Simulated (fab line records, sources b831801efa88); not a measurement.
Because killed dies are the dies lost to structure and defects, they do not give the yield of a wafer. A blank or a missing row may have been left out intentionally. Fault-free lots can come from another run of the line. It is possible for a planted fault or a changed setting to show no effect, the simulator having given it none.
Matching of chambers -- flow sky130 -- SKY_VIA3_CMP_24 on cmp-02: 4 sister chambers
The step polishes, stops on SiO2, t overpolish 20 s, target thk 0 nm. 8 wafers are shown with their chamber, then 10 later ones without.

== WAFERS PAIRED WITH THEIR CHAMBERS ==
wafer,chamber,motor_current_A (A),time_to_endpoint_s (s)
L077.2,2,12.2,91
L080.1,2,11.7,87
L086.2,3,10.7,93
L087.4,0,11.2,98
L087.5,1,10.7,99
L087.6,0,10.7,105
L092.3,3,11.2,97
L092.5,1,10.5,103

== WAFERS WITHOUT THEIR CHAMBER ==
wafer,motor_current_A (A),time_to_endpoint_s (s)
L092.6,11.0,99
L091.1,11.1,101
L091.2,11.0,104
L091.4,12.2,96
L093.1,12.1,88
L093.5,10.5,97
L093.6,10.9,94
L096.1,10.8,105
L096.3,11.3,95
L096.4,10.5,105

== THE CHAMBER EACH PASSED THROUGH ==
wafer,from the rows above,in truth
L092.6,can't be placed: 0 or 3 or 1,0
L091.1,can't be placed: 0 or 1 or 3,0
L091.2,can't be placed: 0 or 1 or 3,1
L091.4,can't be placed: 2 or 3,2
L093.1,2,2
L093.5,can't be placed: 1 or 3 or 0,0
L093.6,can't be placed: 3 or 0 or 1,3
L096.1,can't be placed: 0 or 1 or 3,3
L096.3,can't be placed: 3 or 0 or 2 or 1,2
L096.4,can't be placed: 1 or 0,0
Correctly placed: 1 of 10. Can't be placed from these rows: 9 (the true chamber is among the candidates in 9). 0 placed wrongly.
How it was worked out, from the rows above alone: a wafer's distance from a chamber is the root of the sum, over the readings, of the square of ((its reading less the chamber's mean) divided by the reading's scatter). If the next closest chamber is less than 2 further off than the closest, the wafer can't be placed; otherwise it belongs to the closest. A chamber's mean is the mean of its shown wafers. The scatter: take each reading less its chamber's mean, square it, sum over the shown wafers, divide by the number of wafers less the number of chambers, and take the root.
